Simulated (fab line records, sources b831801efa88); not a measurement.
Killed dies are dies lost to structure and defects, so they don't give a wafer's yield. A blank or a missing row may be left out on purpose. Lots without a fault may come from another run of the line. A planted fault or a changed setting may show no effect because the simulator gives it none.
fab line records | flow sky130
record lots=7 wafers=21 last_day=48
route steps=708 shown SONOS_TUNNEL@165 SONOS_ONO@168
lots that met no fault: from a run of the same line without faults
start_h: hours from the record's first day to the start of the lot's first wafer shown | wait_h: hours since the lot's step before | " the same as in the row above | L1.1+2: a row that stands for several wafers | - no value, or no start given | * or withheld: withheld | < > ~ a bound
route shown NAME@n: a module of which the file shows steps, and the number in the route of the first | usual: mean/standard deviation of fault-free wafers | same: alike in all rows | chamber/n: place in a boat | sites: the reading at each site | _std_site: their standard deviation | _edge_site: outer sites' mean less inner sites' | radius_mm: how far each site lies from the wafer's centre | mask NAME#n: copy n | behind: the tool/chamber that last shaped the wafer | hold: why the lot was held/for how many hours/how that ended | device: the transistor (n, p or np) that didn't switch | end of line: the same wafers' tests at the end of the route | a step without rows: its recipe alone | killed: dies lost to structure and defects at the first sort, not the wafer's yield | map: a wafer's dies, x killed, . not, _ none there
set.NAME: the setting as run; set.NAME@STEP: as run at that earlier step | model.NAME: the simulator's own value behind a step, which no gauge read
lots at some steps of the route; a table a step, a row a wafer
services: from which hour (start_h, from the record's first day; less than 0 if before it) a tool's chamber was out of use, for how many hours, and why
## steps
# step SKY_SONOS_TUNNEL_STRIP_11
# recipe chemistry=SPM time_s=600 temp_c=130
# step SKY_SONOS_TUNNEL_TW_MEAS_12
# usual SONOS_TUNNEL_TW=196.8/1.4
# columns lot.wafer tool chamber start_h wait_h SONOS_TUNNEL_TW
L273.1 film_metro-03 - 263.96 0.0 198.5
L273.2 " - " " 198.8
L273.5 " - " " 197.9
L279.1 film_metro-03 - 297.66 0.0 197.3
L279.3 " - " " 197.9
L279.6 " - " " 199.3
L280.4 film_metro-02 - 309.82 0.1 196.6
L280.5 " - " " 196.2
L280.6 " - " " 195.5
L281.2 film_metro-02 - 311.70 0.0 196.0
L281.3 " - " " 195.9
L281.6 " - " " 196.2
L282.1 film_metro-02 - 320.45 0.0 195.5
L282.2 " - " " 196.1
L282.4 " - " " 195.1
L283.2 film_metro-02 - 330.73 0.0 194.8
L283.3 " - " " 194.7
L283.5 " - " " 194.8
L287.1 film_metro-03 - 359.48 0.0 197.0
L287.5 " - " " 198.1
L287.6 " - " " 197.4
# step SKY_SONOS_TUNNEL_CLEAN_13
# recipe chemistry=dHF time_s=20 dilution=100:1 dry=ipa_marangoni
# step SKY_SONOS_ONO_OXIDATION_00
# recipe temp_c=800 ambient=O2 idle_temp_c=700 ramp_up_c_per_min=10 ramp_down_c_per_min=3 stabilise_s=600 purge_s=300 target_thk_a=26 ox_time_s=1249
# step SKY_SONOS_ONO_THK_MEAS_01
# recipe reads=SiO2_of_SONOS_ONO_OXIDATION_00
# usual SONOS_ONO_OXIDATION_THK=2.62/0.053
# columns lot.wafer tool chamber start_h wait_h SONOS_ONO_OXIDATION_THK[nm]
L273.1 film_metro-01 - 266.15 0.0 2.57
L273.2 " - " " 2.58
L273.5 " - " " 2.62
L279.1 film_metro-01 - 300.13 0.0 2.63
L279.3 " - " " 2.59
L279.6 " - " " 2.62
L280.4 film_metro-01 - 311.97 0.0 2.63
L280.5 " - " " 2.64
L280.6 " - " " 2.52
L281.2 film_metro-02 - 315.32 0.0 2.61
L281.3 " - " " 2.64
L281.6 " - " " 2.59
L282.1 film_metro-01 - 324.39 0.0 2.65
L282.2 " - " " 2.64
L282.4 " - " " 2.68
L283.2 film_metro-02 - 336.44 0.0 2.74
L283.3 " - " " 2.65
L283.5 " - " " 2.67
L287.1 film_metro-01 - 366.52 0.0 2.64
L287.5 " - " " 2.64
L287.6 " - " " 2.67
# step SKY_SONOS_ONO_CVD_02
# recipe material=Si3N4 precursor=DCS/NH3 target_thk_nm=10.5 temp_c=770 time_s=180 pressure_mtorr=250
# step SKY_SONOS_ONO_THK_MEAS_03
# recipe reads=Si3N4_of_SONOS_ONO_CVD_02
# usual SONOS_ONO_CVD_02_THK=10.50/0.13
# columns lot.wafer tool chamber start_h wait_h SONOS_ONO_CVD_02_THK[nm]
L273.1 film_metro-01 - 268.62 0.0 10.43
L273.2 " - " " 10.42
L273.5 " - " " 10.73
L279.1 film_metro-02 - 301.24 0.0 10.45
L279.3 " - " " 10.61
L279.6 " - " " 10.49
L280.4 film_metro-01 - 313.08 0.0 10.56
L280.5 " - " " 10.47
L280.6 " - " " 10.45
L281.2 film_metro-02 - 316.43 0.0 10.44
L281.3 " - " " 10.39
L281.6 " - " " 10.37
L282.1 film_metro-02 - 328.21 0.0 10.66
L282.2 " - " " 10.56
L282.4 " - " " 10.48
L283.2 film_metro-01 - 339.49 0.0 10.65
L283.3 " - " " 10.67
L283.5 " - " " 10.50
L287.1 film_metro-01 - 367.63 0.0 10.31
L287.5 " - " " 10.47
L287.6 " - " " 10.23
# step SKY_SONOS_ONO_CVD_04
# recipe material=SiO2 precursor=SiH4/N2O target_thk_nm=5.7199 temp_c=900 pressure_mtorr=400
# step SKY_SONOS_ONO_THK_MEAS_05
# recipe reads=SiO2_of_SONOS_ONO_CVD_04
# usual SONOS_ONO_CVD_04_THK=5.75/0.11
# columns lot.wafer tool chamber start_h wait_h SONOS_ONO_CVD_04_THK[nm]
L273.1 film_metro-01 - 272.02 0.0 5.70
L273.2 " - " " 5.68
L273.5 " - " " 5.76
L279.1 film_metro-02 - 302.55 0.0 5.89
L279.3 " - " " 5.86
L279.6 " - " " 5.76
L280.4 film_metro-02 - 314.42 0.1 5.69
L280.5 " - " " 5.67
L280.6 " - " " 5.71
L281.2 film_metro-01 - 317.74 0.0 5.64
L281.3 " - " " 5.70
L281.6 " - " " 5.63
L282.1 film_metro-01 - 329.52 0.0 5.84
L282.2 " - " " 5.93
L282.4 " - " " 5.86
L283.2 film_metro-01 - 340.80 0.0 5.83
L283.3 " - " " 5.69
L283.5 " - " " 5.81
L287.1 film_metro-01 - 368.94 0.0 5.83
L287.5 " - " " 5.91
L287.6 " - " " 5.91
# step SKY_SONOS_ONO_DEHYDRATE_06
# recipe temp_c=200 time_s=60
# step SKY_SONOS_ONO_HMDS_07
# recipe prime_time_s=60 prime_temp_c=120
# step SKY_SONOS_ONO_COAT_08
# recipe resist=NOVOLAK spin_rpm=3000 resist_thk_nm=1140
# step SKY_SONOS_ONO_SOFTBAKE_09
# recipe temp_c=90 time_s=60 resist=NOVOLAK
# usual heater_power_total_W=56.60/0.045 run_length_s=89.28/0.13
# columns lot.wafer tool chamber start_h wait_h heater_power_total_W run_length_s
L273.1 litho_track-04 0 284.16 0.1 56.56 89.08
L273.2 " 0 " " 56.56 89.09
L273.5 " 0 " " 56.61 89.40
L279.1 litho_track-01 0 315.09 0.1 56.52 89.38
L279.3 " 0 " " 56.64 89.31
L279.6 " 0 " " 56.62 89.47
L280.4 litho_track-04 0 327.13 0.1 56.66 89.12
L280.5 " 0 " " 75.56 53.74
L280.6 " 0 " " 56.64 89.30
L281.2 litho_track-04 0 331.13 0.1 75.44 53.48
L281.3 " 0 " " 56.61 89.22
L281.6 " 0 " " 56.60 89.38
L282.1 litho_track-04 0 342.06 0.1 56.55 89.28
L282.2 " 0 " " 75.50 53.44
L282.4 " 0 " " 56.58 89.12
L283.2 litho_track-03 0 354.47 0.1 56.57 89.24
L283.3 " 0 " " 56.52 89.29
L283.5 " 0 " " 56.64 89.51
L287.1 litho_track-01 0 382.84 0.1 56.65 89.50
L287.5 " 0 " " 56.62 89.36
L287.6 " 0 " " 56.62 89.42
# step SKY_SONOS_ONO_EXPOSE_10
# recipe mask_id=ONOM target_cd_nm=410 na=0.6 source_shape=conventional sigma_outer=0.6 dose_mj=150
# step SKY_SONOS_ONO_PEB_11
# recipe temp_c=withheld time_s=* resist=NOVOLAK
# step SKY_SONOS_ONO_DEVELOP_12
# recipe develop_time_s=60 dev_temp_c=23
# columns lot.wafer tool chamber start_h wait_h model.NOVOLAK_of_SONOS_ONO_COAT_08.thk_nm
L273.1 litho_track-04 0 296.86 0.1 1140
L273.2 " 0 " " 1146
L273.5 " 0 " " 1141
L279.1 litho_track-03 0 327.45 0.1 1142
L279.3+6 " 0 " " 1143
L280.4 litho_track-01 0 340.06 0.1 1138
L280.5 " 0 " " 1166
L280.6 " 0 " " 1139
L281.2 litho_track-03 0 343.87 0.1 1165
L281.3 " 0 " " 1138
L281.6 " 0 " " 1139
L282.1 litho_track-04 0 356.06 0.1 1139
L282.2 " 0 " " 1165
L282.4 " 0 " " 1143
L283.2 litho_track-01 0 368.41 0.1 1145
L283.3 " 0 " " 1143
L283.5 " 0 " " 1140
L287.1 litho_track-01 0 396.99 0.1 1137
L287.5 " 0 " " 1135
L287.6 " 0 " " 1139
# step SKY_SONOS_ONO_CD_MEAS_13
# recipe target_cd_nm=410
# usual cd_nm=409.4/2.4
# columns lot.wafer tool chamber start_h wait_h cd_nm
L273.1 cd_sem-02 - 297.01 0.1 411.7
L273.2 " - " " 413.1
L273.5 " - " " 410.9
L279.1 cd_sem-01 - 327.63 0.2 410.6
L279.3 " - " " 410.6
L279.6 " - " " 410.3
L280.4 cd_sem-02 - 340.20 0.1 408.4
L280.5 " - " " 409.5
L280.6 " - " " 406.0
L281.2 cd_sem-01 - 344.02 0.1 411.7
L281.3 " - " " 409.7
L281.6 " - " " 409.8
L282.1 cd_sem-01 - 356.21 0.1 409.6
L282.2 " - " " 413.5
L282.4 " - " " 411.6
L283.2 cd_sem-02 - 368.56 0.1 414.1
L283.3 " - " " 413.2
L283.5 " - " " 412.8
L287.1 cd_sem-01 - 397.14 0.1 411.5
L287.5 " - " " 408.8
L287.6 " - " " 412.9
# step SKY_SONOS_ONO_OVL_MEAS_14
# usual SONOS_ONO_OVL=0.1/1.7
# columns lot.wafer tool chamber start_h wait_h SONOS_ONO_OVL[nm]
L273.1 overlay-02 - 297.13 0.1 0.5
L273.2 " - " " -0.3
L273.5 " - " " -1.2
L279.1 overlay-02 - 327.75 0.1 0.9
L279.3 " - " " -0.2
L279.6 " - " " 2.5
L280.4 overlay-02 - 340.28 0.1 3.7
L280.5 " - " " 3.8
L280.6 " - " " 1.2
L281.2 overlay-01 - 344.12 0.1 -1.5
L281.3 " - " " -1.1
L281.6 " - " " -1.9
L282.1 overlay-01 - 356.33 0.1 -4.1
L282.2 " - " " -1.4
L282.4 " - " " -2.7
L283.2 overlay-02 - 368.67 0.1 -2.6
L283.3 " - " " -0.7
L283.5 " - " " -1.4
L287.1 overlay-01 - 397.26 0.1 -2.4
L287.5 " - " " -3.2
L287.6 " - " " -3.5
# step SKY_SONOS_ONO_ETCH_15
# recipe target_depth_nm=19.52 chemistry=CHF3/O2 source_w=600 bias_w=200 pressure_mtorr=40 chf3_flow_sccm=50 O2_flow_sccm=5 time_s=7.8
# usual drypump_motor_current_A=5.9/0.42 oes_product_au=1.000/0.01 throttle_valve_pct=8.825/0.0088
# columns lot.wafer tool chamber start_h wait_h drypump_motor_current_A oes_product_au rf_hours_counter_h throttle_valve_pct model.NOVOLAK_of_SONOS_ONO_COAT_08.thk_nm
L273.1 rie_diel-01 2 297.17 0.0 5.6 0.993 29 8.819 1124
L273.2 " 0 " " 6.0 0.998 80 8.827 1130
L273.5 " 2 " " 5.7 0.987 - 8.808 1125
L279.1 rie_diel-03 1 327.79 0.0 5.2 1.009 0 8.827 1126
L279.3 " 2 " " 6.2 0.995 6 8.823 1127
L279.6 " 3 " " 5.7 1.001 - 8.820 1127
L280.4 rie_diel-03 1 340.30 0.0 5.2 0.992 1 8.837 1122
L280.5 " 3 " " 5.7 0.994 - 8.828 1150
L280.6 " 0 " " 6.4 1.012 - 8.838 1123
L281.2 rie_diel-01 1 344.15 0.0 5.4 0.985 82 8.834 1149
L281.3 " 0 " " 6.0 1.004 80 8.812 1122
L281.6 " 2 " " 5.6 0.991 - 8.832 1124
L282.1 rie_diel-04 3 356.37 0.0 5.3 1.001 0 8.810 1123
L282.2 " 2 " " 5.7 1.012 5 8.825 1149
L282.4 " 1 " " 6.4 0.993 84 8.838 1127
L283.2 rie_diel-03 1 368.70 0.0 5.2 1.002 1 8.823 1129
L283.3 " 3 " " 5.7 1.004 4 8.817 1127
L283.5 " 0 " " 6.4 1.014 - 8.808 1123
L287.1 rie_diel-01 1 397.29 0.0 5.5 0.981 83 8.828 1122
L287.5 " 0 " " 6.0 0.993 - 8.830 1119
L287.6 " 3 " " 5.9 0.987 - 8.836 1123
# step SKY_SONOS_ONO_WET_ETCH_16
# recipe chemistry=dHF target_depth_nm=14 dry=n2_spin target=SiO2 dilution=100:1 temp_c=25 time_s=280
# step SKY_SONOS_ONO_STRIP_17
# recipe chemistry=O2/N2 power_w=1400 pressure_mtorr=1500 platen_temp_c=withheld o2_flow_sccm=3000 n2_flow_sccm=300 overash_fraction=0.5
# usual drypump_motor_current_A=5.8/0.33 oes_product_au=0.709/0.0049 strip_time_to_endpoint_s=14.11/0.03
# same overash_fraction=0.5
# columns lot.wafer tool chamber start_h wait_h drypump_motor_current_A oes_product_au rf_hours_counter_h strip_time_to_endpoint_s
L273.1 plasma_asher-01 0 297.27 0.0 5.9 0.721 60 14.11
L273.2 " 1 " " 6.2 0.702 60 14.18
L273.5 " 1 " " 6.2 0.703 - 14.13
L279.1 plasma_asher-04 1 327.89 0.0 6.1 0.707 52 14.13
L279.3 " 0 " " 5.7 0.716 - 14.15
L279.6 " 1 " " 6.1 0.716 - 14.13
L280.4 plasma_asher-03 1 340.44 0.0 5.3 0.712 - 14.09
L280.5 " 1 " " 5.3 0.714 - 14.41
L280.6 " 0 " " 6.1 0.711 - 14.09
L281.2 plasma_asher-03 0 344.26 0.0 6.1 0.713 69 14.40
L281.3 " 1 " " 5.3 0.709 - 14.07
L281.6 " 1 " " 5.3 0.713 - 14.09
L282.1 plasma_asher-04 0 356.47 0.0 5.8 0.714 54 14.10
L282.2 " 1 " " 6.1 0.704 54 14.39
L282.4 " 1 " " 6.0 0.702 - 14.14
L283.2 plasma_asher-01 1 368.80 0.0 6.2 0.703 66 14.15
L283.3 " 0 " " 5.9 0.712 - 14.14
L283.5 " 0 " " 5.9 0.708 - 14.09
L287.1 plasma_asher-03 0 397.40 0.0 6.1 0.703 74 14.07
L287.5 " 0 " " 6.1 0.717 - 14.04
L287.6 " 1 " " 5.3 0.712 - 14.08
# step SKY_SONOS_ONO_WET_ETCH_18
# recipe chemistry=H3PO4 target_depth_nm=15 target=Si3N4 temp_c=160 time_s=172
## services
# columns tool chamber start_h hours kind
plasma_asher-01 - 262.75 20.2 repair
rie_diel-03 0 267.97 5.7 repair
rie_diel-03 1 289.81 - clean
rie_diel-03 1 289.81 18.7 scheduled_down
rie_diel-03 1 289.81 18.7 vent_cycle
rie_diel-04 3 309.73 - clean
rie_diel-04 3 309.73 21.8 scheduled_down
rie_diel-04 3 309.73 21.8 vent_cycle
plasma_asher-03 - 315.93 0.6 repair
rie_diel-04 1 317.17 15.2 repair
rie_diel-01 - 317.84 0.4 repair
rie_diel-01 3 328.15 12.6 repair
rie_diel-01 0 334.23 2.6 repair
rie_diel-01 - 341.01 0.6 repair
plasma_asher-04 - 365.22 0.6 repair
rie_diel-03 - 366.19 0.1 repair
rie_diel-04 2 372.19 10.2 repair
rie_diel-01 2 381.79 5.1 repair
## key
first_sign step=SKY_SONOS_ONO_SOFTBAKE_09 reading=heater_power_total_W direction=up sigmas=99+ usual=* struck=*
effect step=SKY_SONOS_ONO_SOFTBAKE_09 reading=run_length_s direction=down sigmas=99+ usual=* struck=*
effect step=SKY_SONOS_ONO_STRIP_17 reading=strip_time_to_endpoint_s direction=up sigmas=9.6 usual=* struck=*
model_effect step=SKY_SONOS_ONO_DEVELOP_12 value=NOVOLAK_of_SONOS_ONO_COAT_08.thk_nm without=1139 struck=1165
model_effect step=SKY_SONOS_ONO_ETCH_15 value=NOVOLAK_of_SONOS_ONO_COAT_08.thk_nm without=1123 struck=1149
met_at SKY_SONOS_ONO_SOFTBAKE_09
struck_wafers L280.5,L281.2,L282.2
tester_left_out L280,L281,L282
onset_between 284.16 327.13
fault kind=process_parameter_drift tool=litho_track-04 chamber=- onset_h=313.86 steps=SKY_SONOS_ONO_SOFTBAKE_09 channel=time_s offset=* shape=step end_h=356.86 scope=struck_wafers_only acts_in=* stated=*
# tester_left_out: of these lots the tester's yield and bins aren't shown, on N5 and GAA mostly nor the transistor test; their killed dies are dies lost to structure and defects alone, not to doping, threshold or leakage, so they don't give the yield
